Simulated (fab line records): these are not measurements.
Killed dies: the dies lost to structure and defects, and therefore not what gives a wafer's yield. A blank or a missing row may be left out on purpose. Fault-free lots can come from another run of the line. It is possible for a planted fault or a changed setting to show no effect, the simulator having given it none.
A struck lot beside a sound one || flow sky130 || 20 out of 708 route steps
Sound: wafers L626.2, L626.3, L626.4. The struck wafers were L619.1, L619.4. The cause comes at the end.
For every step that has rows: the tool of each side, followed by ch and its chambers, followed by its first start. Under that, the readings that differ: sound wafers || struck wafers || difference of the means || sigmas: that difference in standard deviations of wafers without a fault.
alike: readings whose means differ by less than 2 such deviations, and words and numbers that are the same on both sides. not compared: withheld readings, readings that some wafer has no value for, bounds like >300 that may hide the same value, and numbers for which the record gives no deviation and whose values overlap.
The two part at a step that has a row with sigmas, a row that says differs or no value, or rows on one side only. Numbers that have no deviation but don't overlap get no sigmas and don't part them. A reading that every wafer of one side lacks parts them only if that side has two wafers or more.

first, 2 steps without rows for these wafers: SKY_VT_ADJUST_PCH_PEB_05; SKY_VT_ADJUST_PCH_DEVELOP_06 (develop time 60 s).
SKY_VT_ADJUST_PCH_OVL_MEAS_07:
  sound on overlay-01, day 15 13:36; struck on overlay-01, day 13 06:39
  alike: VT_ADJUST_PCH_OVL
then, 1 step without rows for these wafers: SKY_VT_ADJUST_PCH_IMPLANT_08.
SKY_VT_ADJUST_PCH_STRIP_09: strips in O2/N2.
  sound on plasmaAsher-04 ch 0,1, day 15 13:47; struck on plasmaAsher-02 ch 0,1, day 13 06:55
  alike: drypumpMotorCurrentA, n2FlowSccm, oesProductAu, stripTimeToEndpointS
  not compared: rfHoursCounterH
SKY_VT_ADJUST_PCH_TW_MEAS_10:
  sound on filmMetro-01, day 15 13:53; struck on filmMetro-01, day 13 07:01
  alike: VT_ADJUST_PCH_TW
then, 6 steps without rows for these wafers: SKY_SONOS_TUNNEL_DEHYDRATE_00 (time 60 s); SKY_SONOS_TUNNEL_HMDS_01 (prime time 60 s); SKY_SONOS_TUNNEL_COAT_02 (resist thk 1140 nm); SKY_SONOS_TUNNEL_SOFTBAKE_03 (time 60 s); SKY_SONOS_TUNNEL_EXPOSE_04 (exposes mask TUNM, target cd 410 nm); SKY_SONOS_TUNNEL_PEB_05.
SKY_SONOS_TUNNEL_DEVELOP_06: develop time 60 s.
  sound on lithoTrack-01 ch 0, day 16 18:37; struck on lithoTrack-04 ch 0, day 14 07:00
SKY_SONOS_TUNNEL_CD_MEAS_07 targets a cd of 410 nm.
  sound on cdSem-01, day 16 18:46; struck on cdSem-01, day 14 07:09
{"reading": "cdNm (nm)", "sound": "405.9 407.2 405.3", "struck": "- -", "difference": "no value on the struck wafers", "sigmas": ""}
SKY_SONOS_TUNNEL_OVL_MEAS_08:
  sound on overlay-01, day 16 18:52; struck on overlay-02, day 14 07:16
{"reading": "SONOS_TUNNEL_OVL (nm)", "sound": "-0.2 -1.6 -1.5", "struck": "- -", "difference": "no value on the struck wafers", "sigmas": ""}
then, 3 steps without rows for these wafers: SKY_SONOS_TUNNEL_IMPLANT_09; SKY_SONOS_TUNNEL_WET_ETCH_10 (etches SiO2 in dHF, target depth 14 nm, time 280 s); SKY_SONOS_TUNNEL_STRIP_11 (strips in SPM, time 600 s).
SKY_SONOS_TUNNEL_TW_MEAS_12:
  sound on filmMetro-03, day 16 19:19; struck on filmMetro-02, day 14 07:58
{"reading": "SONOS_TUNNEL_TW", "sound": "195.1 194.7 195.4", "struck": "29.6 29.7", "difference": -165.4, "sigmas": "-99 or more"}
  not compared: hold
-- record jumps: 34 days separate the struck wafers' starts on either side; left off in module SONOS_TUNNEL, taken up again in module PAD_OPEN, whose first shown step is the route's number 708 --
SKY_PAD_OPEN_PROBE_99:
  sound on prober-02, day 49 13:09; struck on prober-02, day 47 22:49
{"reading": "hold", "sound": "- - -", "struck": "awaitDispo/3.6h/release awaitDispo/3.6h/release", "difference": "no value on the sound wafers", "sigmas": ""}
{"reading": "killedAtFrontEnd", "sound": "24 17 12", "struck": "435 413", "difference": "+406", "sigmas": "+85"}
{"reading": "killedDies", "sound": "95 91 85", "struck": "492 492", "difference": "+402", "sigmas": "+43"}
{"reading": "killedOnRim", "sound": "12 17 22", "struck": "96 96", "difference": "+79", "sigmas": "+19"}
  alike: killed_at_M0_to_M3, killed_at_M4_up, killedAtContacts, killedAtOther, killedOpen, killedShort

== WHERE THEY PART ==
Last at SKY_PAD_OPEN_PROBE_99 as far as this record goes, first at SKY_SONOS_TUNNEL_CD_MEAS_07.

WHY: whatever the simulator had introduced
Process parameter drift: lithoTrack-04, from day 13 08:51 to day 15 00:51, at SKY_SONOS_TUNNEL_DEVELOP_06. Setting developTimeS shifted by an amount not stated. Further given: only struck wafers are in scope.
